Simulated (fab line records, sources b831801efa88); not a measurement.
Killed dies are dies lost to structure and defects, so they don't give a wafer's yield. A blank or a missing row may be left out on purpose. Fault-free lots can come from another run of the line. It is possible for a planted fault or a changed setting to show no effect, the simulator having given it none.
fab line records    flow sky130
record: lots: 7  wafers: 21  lastDay: 50
route steps=708 shown LDD_HVP@287 LDD_LDN@289
lots with no fault: from the same line, run without faults
startH: hours from the record's first day to the start of the lot's first wafer shown    waitH: hours from the lot's prior step to this one    " same as the row above    L1.1+2: one row covering several wafers at once    - no value present, or no start provided    * or withheld: withheld    < > ~ a bound
route shown NAME@n: names a module that has steps shown in the file, with the first one's number in the route    usual: mean/standard deviation of fault-free wafers    same: alike in all rows    chamber/n: place in a boat    sites: each site's reading    _std_site: standard deviation across them    _edge_site: outer sites' mean less inner sites'    radiusMm: how far each site lies from the wafer's centre    mask NAME#n: copy n    behind: tool/chamber where the wafer was last shaped    hold: reason for holding the lot/hours on hold/outcome of the hold    device: transistor that didn't switch, given as n, p or np    end of line: the same wafers' tests at the end of the route    step lacking rows: just its recipe    killed: count of dies lost to structure and defects at first sort (not the wafer's yield)    map: per-die view of a wafer (x killed, . not killed, _ where there is no die)
set.NAME: the setting the step ran with; set.NAME@STEP: the setting that earlier step ran with    model.NAME: the simulator's own value behind a step, which no gauge read
lots at some steps of the route; a table a step, a row a wafer
services: a tool's chamber out of use, with start hour (startH, from the record's first day; less than 0 if before it), hours out, and reason
== steps ==
step: SKY_LDD_HVP_STRIP_09
recipe: chemistry: O2/N2  powerW: 1400  pressureMtorr: 1500  platenTempC: withheld  o2FlowSccm: 3000  n2FlowSccm: 300  overashFraction: 0.5
usual: drypumpMotorCurrentA: 5.61/0.24  o2FlowSccm: 2999/7.8  oesProductAu: 0.409/0.0042  stripTimeToEndpointS: 4.138/0.013
lot.wafer  tool            chamber  startH  waitH  drypumpMotorCurrentA  o2FlowSccm  oesProductAu  rfHoursCounterH  stripTimeToEndpointS
L405.1     plasmaAsher-03  1        513.25  0.1    5.85                  2994        0.404         74               4.140
L405.4     "               0        "       "      5.12                  3006        0.415         -                4.138
L405.5     "               0        "       "      5.11                  3003        0.414         -                4.151
L415.2     plasmaAsher-03  0        599.10  0.1    5.13                  2999        0.406         84               4.127
L415.3     "               1        "       "      5.86                  3010        0.408         -                4.145
L415.4     "               0        "       "      5.13                  3003        0.404         -                4.126
L416.1     plasmaAsher-04  1        600.95  0.1    5.90                  2999        0.407         93               4.162
L416.3     "               0        "       "      5.41                  3009        0.412         -                4.126
L416.4     "               1        "       "      5.92                  3006        0.405         -                4.154
L417.1     plasmaAsher-01  1        603.45  0.1    5.69                  2988        0.408         43               4.146
L417.5     "               0        "       "      5.56                  2999        0.408         -                4.143
L417.6     "               1        "       "      5.67                  3000        0.409         -                4.146
L425.2     plasmaAsher-04  0        672.15  0.1    5.46                  2995        0.405         101              4.133
L425.4     "               1        "       "      5.91                  3000        0.404         -                4.151
L425.5     "               0        "       "      5.40                  3000        0.406         -                4.152
L426.2     plasmaAsher-03  1        674.32  0.1    5.87                  2986        0.403         91               4.150
L426.5     "               0        "       "      5.15                  2995        0.409         -                4.145
L426.6     "               1        "       "      5.86                  2979        0.402         -                4.118
L427.2     plasmaAsher-01  1        681.77  0.1    5.69                  3008        0.414         50               4.131
L427.5     "               1        "       "      5.68                  2995        0.405         -                4.133
L427.6     "               0        "       "      5.58                  2998        0.407         -                4.161
step: SKY_LDD_HVP_TW_MEAS_10
usual: LDD_HVP_TW: 455.8/2.8
lot.wafer  tool          chamber  startH  waitH  LDD_HVP_TW
L405.1     filmMetro-01  -        513.35  0.1    458.4
L405.4     "             -        "       "      457.9
L405.5     "             -        "       "      459.1
L415.2     filmMetro-04  -        599.21  0.1    454.7
L415.3     "             -        "       "      457.9
L415.4     "             -        "       "      459.5
L416.1     filmMetro-04  -        601.05  0.1    454.8
L416.3     "             -        "       "      455.8
L416.4     "             -        "       "      458.6
L417.1     filmMetro-04  -        603.55  0.1    456.9
L417.5     "             -        "       "      454.3
L417.6     "             -        "       "      454.7
L425.2     filmMetro-04  -        672.26  0.1    461.8
L425.4     "             -        "       "      458.3
L425.5     "             -        "       "      458.9
L426.2     filmMetro-04  -        674.43  0.1    459.1
L426.5     "             -        "       "      456.5
L426.6     "             -        "       "      458.9
L427.2     filmMetro-02  -        681.88  0.1    455.8
L427.5     "             -        "       "      458.9
L427.6     "             -        "       "      458.0
step: SKY_LDD_LDN_DEHYDRATE_00
recipe: tempC: 200  timeS: 60
step: SKY_LDD_LDN_HMDS_01
recipe: primeTimeS: 60  primeTempC: 120
step: SKY_LDD_LDN_COAT_02
recipe: resist: NOVOLAK  spinRpm: 3000  resistThkNm: 1140
step: SKY_LDD_LDN_SOFTBAKE_03
recipe: tempC: 90  timeS: 60  resist: NOVOLAK
step: SKY_LDD_LDN_EXPOSE_04
recipe: maskId: LDNTM  na: 0.6  sourceShape: conventional  sigmaOuter: 0.6  polarization: unpolarized  targetCdNm: 700  doseMj: 140
step: SKY_LDD_LDN_PEB_05
recipe: tempC: withheld  timeS: *  resist: NOVOLAK
step: SKY_LDD_LDN_DEVELOP_06
recipe: resist: NOVOLAK  developer: TMAH  developTimeS: 60  devTempC: 23
step: SKY_LDD_LDN_OVL_MEAS_07
usual: LDD_LDN_OVL: 0.3/1.4
lot.wafer  tool        chamber  startH  waitH  LDD_LDN_OVL[nm]
L405.1     overlay-01  -        543.32  0.1    1.1
L405.4     "           -        "       "      2.3
L405.5     "           -        "       "      1.4
L415.2     overlay-01  -        628.77  0.1    0.0
L415.3     "           -        "       "      2.2
L415.4     "           -        "       "      1.2
L416.1     overlay-01  -        630.21  0.1    -1.5
L416.3     "           -        "       "      -0.9
L416.4     "           -        "       "      -1.8
L417.1     overlay-01  -        633.13  0.1    -1.2
L417.5     "           -        "       "      0.6
L417.6     "           -        "       "      0.2
L425.2     overlay-01  -        699.49  0.1    -0.8
L425.4     "           -        "       "      -1.5
L425.5     "           -        "       "      0.9
L426.2     overlay-01  -        701.82  0.1    0.4
L426.5     "           -        "       "      -0.1
L426.6     "           -        "       "      0.9
L427.2     overlay-02  -        709.62  0.1    1.8
L427.5     "           -        "       "      0.8
L427.6     "           -        "       "      0.4
step: SKY_LDD_LDN_IMPLANT_08
recipe: species: As  energyKev: 15  doseCm2: 1.25e+13  tiltDeg: withheld  rotationDeg: 23
step: SKY_LDD_LDN_IMPLANT_09
recipe: species: As  energyKev: 15  doseCm2: 1.25e+13  tiltDeg: withheld  rotationDeg: 113
step: SKY_LDD_LDN_IMPLANT_10
recipe: species: As  energyKev: 15  doseCm2: 1.25e+13  tiltDeg: withheld  rotationDeg: 203
usual: beamEnergyKeV: 15.000/0.0039  beamOnS: 10.03/0.19
lot.wafer  tool          chamber  startH  waitH  beamEnergyKeV  beamOnS
L405.1     implanter-04  0        543.65  0.1    15.003         9.80
L405.4     "             0        "       "      14.997         9.92
L405.5     "             0        "       "      15.004         9.97
L415.2     implanter-01  -        629.13  0.1    -              -
L415.3     "             -        "       "      -              -
L415.4     "             -        "       "      -              -
L416.1     implanter-03  -        630.55  0.1    -              -
L416.3     "             -        "       "      -              -
L416.4     "             -        "       "      -              -
L417.1     implanter-04  -        633.47  0.1    -              -
L417.5     "             -        "       "      -              -
L417.6     "             -        "       "      -              -
L425.2     implanter-04  0        699.84  0.1    15.010         10.15
L425.4     "             0        "       "      14.997         9.73
L425.5     "             0        "       "      14.997         10.12
L426.2     implanter-01  0        702.18  0.1    15.004         9.86
L426.5     "             0        "       "      15.001         10.12
L426.6     "             0        "       "      15.001         9.96
L427.2     implanter-04  0        709.98  0.1    15.000         10.33
L427.5     "             0        "       "      15.001         9.92
L427.6     "             0        "       "      14.998         9.73
step: SKY_LDD_LDN_IMPLANT_11
recipe: species: As  energyKev: 15  doseCm2: 1.25e+13  tiltDeg: withheld  rotationDeg: 293
step: SKY_LDD_LDN_STRIP_12
recipe: chemistry: O2/N2  powerW: 1400  pressureMtorr: 1500  platenTempC: withheld  o2FlowSccm: 3000  n2FlowSccm: 300  overashFraction: 0.5
usual: drypumpMotorCurrentA: 5.6/0.34  o2FlowSccm: 2998/10  oesProductAu: 0.715/0.0042  stripTimeToEndpointS: 14.20/0.04
lot.wafer  tool            chamber  startH  waitH  drypumpMotorCurrentA  o2FlowSccm  oesProductAu  rfHoursCounterH  stripTimeToEndpointS
L405.1     plasmaAsher-02  1        543.95  0.1    6.0                   2996        0.710         12               14.06
L405.4     "               0        "       "      5.4                   3008        0.715         -                14.16
L405.5     "               1        "       "      6.0                   3005        0.711         -                14.09
L415.2     plasmaAsher-02  1        629.40  0.1    6.0                   2983        0.714         18               14.22
L415.3     "               0        "       "      5.4                   2985        0.715         -                14.19
L415.4     "               1        "       "      6.0                   2983        0.714         -                14.19
L416.1     plasmaAsher-03  0        630.85  0.1    5.1                   2990        0.718         87               14.16
L416.3     "               0        "       "      5.1                   3007        0.709         -                14.19
L416.4     "               1        "       "      5.9                   2992        0.718         -                14.22
L417.1     plasmaAsher-03  0        633.77  0.1    5.1                   3014        0.706         87               14.17
L417.5     "               1        "       "      5.9                   2996        0.716         -                14.17
L417.6     "               0        "       "      5.1                   2993        0.714         -                14.16
L425.2     plasmaAsher-03  1        700.12  0.1    5.9                   3006        0.713         94               14.21
L425.4     "               1        "       "      5.9                   3012        0.721         -                14.23
L425.5     "               1        "       "      5.8                   2998        0.713         -                14.19
L426.2     plasmaAsher-02  0        702.45  0.1    5.4                   2985        0.711         26               14.19
L426.5     "               1        "       "      6.1                   3009        0.711         -                14.21
L426.6     "               0        "       "      5.4                   2986        0.720         -                14.20
L427.2     plasmaAsher-04  1        710.25  0.1    5.9                   3007        0.720         104              14.21
L427.5     "               1        "       "      5.9                   3016        0.721         -                14.23
L427.6     "               0        "       "      5.4                   2998        0.713         -                14.25
step: SKY_LDD_LDN_TW_MEAS_13
usual: LDD_LDN_TW: 1473/12
lot.wafer  tool          chamber  startH  waitH  LDD_LDN_TW
L405.1     filmMetro-01  -        544.05  0.1    1489
L405.4     "             -        "       "      1493
L405.5     "             -        "       "      1476
L415.2     filmMetro-03  -        629.51  0.1    1338
L415.3     "             -        "       "      1341
L415.4     "             -        "       "      1337
L416.1     filmMetro-01  -        630.95  0.1    1356
L416.3     "             -        "       "      1360
L416.4     "             -        "       "      1358
L417.1     filmMetro-03  -        633.87  0.1    1343
L417.5     "             -        "       "      1335
L417.6     "             -        "       "      1337
L425.2     filmMetro-01  -        700.23  0.1    1487
L425.4     "             -        "       "      1479
L425.5     "             -        "       "      1486
L426.2     filmMetro-02  -        702.62  0.1    1482
L426.5     "             -        "       "      1473
L426.6     "             -        "       "      1476
L427.2     filmMetro-03  -        710.36  0.1    1462
L427.5     "             -        "       "      1456
L427.6     "             -        "       "      1461
step: SKY_LDD_LDN_CLEAN_14
recipe: chemistry: SC1/SC2  mix: 1:4:20  tempC: 70  timeS: 150  dry: n2Spin
== services ==
tool            chamber  startH  hours  kind
implanter-01    -        490.63  4.2    repair
plasmaAsher-01  -        500.99  8.5    repair
implanter-03    -        502.11  3.4    repair
implanter-03    -        535.33  1.1    repair
plasmaAsher-02  -        541.07  0.7    repair
implanter-03    -        553.65  0.6    repair
plasmaAsher-02  -        559.16  28.1   pm
implanter-04    -        583.46  4.0    pm
plasmaAsher-01  -        597.76  4.1    repair
plasmaAsher-02  -        611.32  0.3    repair
plasmaAsher-03  -        612.80  1.3    repair
implanter-03    -        626.92  2.0    pm
plasmaAsher-01  -        659.93  5.7    repair
plasmaAsher-01  -        662.99  1.3    repair
implanter-03    -        678.24  2.0    repair
implanter-01    -        703.31  4.2    pm
plasmaAsher-01  -        703.80  2.8    pm
== key ==
firstSign: step: SKY_LDD_LDN_IMPLANT_10  reading: toolRecord  direction: missing
effect: step: SKY_LDD_LDN_TW_MEAS_13  reading: LDD_LDN_TW  direction: down  sigmas: 11  usual: 1473  struck: 1345
metAt SKY_LDD_LDN_IMPLANT_10
struckWafers L415.2,L415.3,L415.4,L416.1,L416.3,L416.4,L417.1,L417.5,L417.6
laterRowsLeftOut L415.2,L415.3,L415.4,L416.1,L416.3,L416.4,L417.1,L417.5,L417.6
sortLeftOut L415.2,L415.3,L415.4,L416.1,L416.3,L416.4,L417.1,L417.5,L417.6
testerLeftOut L415,L416,L417
onsetBetween 543.65 629.13
fault: kind: skippedStepWhole  tool: implanter-01,implanter-03,implanter-04  chamber: -  onsetH: 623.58  steps: SKY_LDD_LDN_IMPLANT_10  scope: struckLotsOnly
testerLeftOut: of these lots the tester's yield and bins aren't shown, on N5 and GAA mostly nor the transistor test; their killed dies are dies lost to structure and defects alone, not to doping, threshold or leakage, so they don't give the yield
sortLeftOut: the simulated sort isn't trusted on such a fault, so these wafers' sort isn't shown, and their yield isn't known
laterRowsLeftOut: the simulator's readings of these wafers behind a module that went badly wrong aren't trusted and aren't shown, but for the sort
